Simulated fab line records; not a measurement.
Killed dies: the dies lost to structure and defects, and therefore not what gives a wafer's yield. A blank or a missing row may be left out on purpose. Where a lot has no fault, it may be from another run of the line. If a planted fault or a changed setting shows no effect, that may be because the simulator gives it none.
Chamber matching	flow sky130	rie_si-01 running SKY_POLY_GATE_ETCH_17: 4 sister chambers
The step etches poly-Si in HBr/Cl2, stops on SiO2, target depth 180 nm, time 70.5 s. 16 wafers are shown with their chamber, then 8 later ones without.

WAFERS PAIRED WITH THEIR CHAMBERS
wafer	chamber	drypump_motor_current_A (A)	run_length_s (s)	he_backside_leak_sccm (sccm)
L982.3	0	5.9	98.9	2.40
L982.4	2	4.7	98.5	2.91
L982.5	1	5.9	99.2	2.59
L984.1	2	4.7	98.3	2.91
L984.3	0	5.9	99.1	2.42
L984.5	1	6.0	99.2	2.63
L995.2	0	5.9	98.9	2.44
L995.3	2	4.7	98.4	2.67
L995.5	1	6.0	99.1	2.68
L997.2	1	6.0	99.2	2.69
L997.4	0	6.0	98.8	2.17
L997.5	2	4.7	98.2	2.89
L100.1	1	5.9	99.5	2.67
L100.5	3	5.8	98.3	2.64
L100.6	0	5.9	98.9	2.32
L101.1	1	5.9	99.1	2.70

SIGNATURES, as means of the wafers listed above
reading	chamber 0	chamber 1	chamber 2	chamber 3	scatter within a chamber
drypump_motor_current_A	5.920	5.950	4.700	5.800	0.0438
run_length_s	98.920	99.217	98.350	98.300	0.131
he_backside_leak_sccm	2.3500	2.6600	2.8450	2.6400	0.0907
Rule: for each reading, subtract the chamber's mean from the wafer's reading, divide by that reading's scatter and square the result; add these up over the readings and take the root, which gives the wafer's distance from the chamber. The wafer belongs to the nearest chamber; if the next one is less than 2 further off, it can't be placed. The scatter: take each reading less its chamber's mean, square it, sum over the shown wafers, divide by the number of wafers less the number of chambers, and take the root.

WAFERS WHOSE CHAMBER IS MISSING
wafer	drypump_motor_current_A (A)	run_length_s (s)	he_backside_leak_sccm (sccm)
L101.2	4.7	98.2	2.78
L101.5	5.8	98.5	2.47
L103.2	4.7	98.8	2.82
L103.3	5.9	99.0	2.41
L103.5	4.7	98.2	2.75
L105.1	4.7	98.2	3.43
L105.5	5.9	99.5	2.35
L105.6	5.8	98.5	2.40

THE CHAMBER EACH PASSED THROUGH
wafer	from the rows above	in truth
L101.2	2	2
L101.5	3	3
L103.2	2	2
L103.3	0	0
L103.5	2	2
L105.1	2	2
L105.5	can't be placed: 1 or 0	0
L105.6	can't be placed: 3 or 0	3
6 of 8 placed correctly. Can't be placed from these rows: 2 (the true chamber is among the candidates in 2). Placed wrongly: 0.
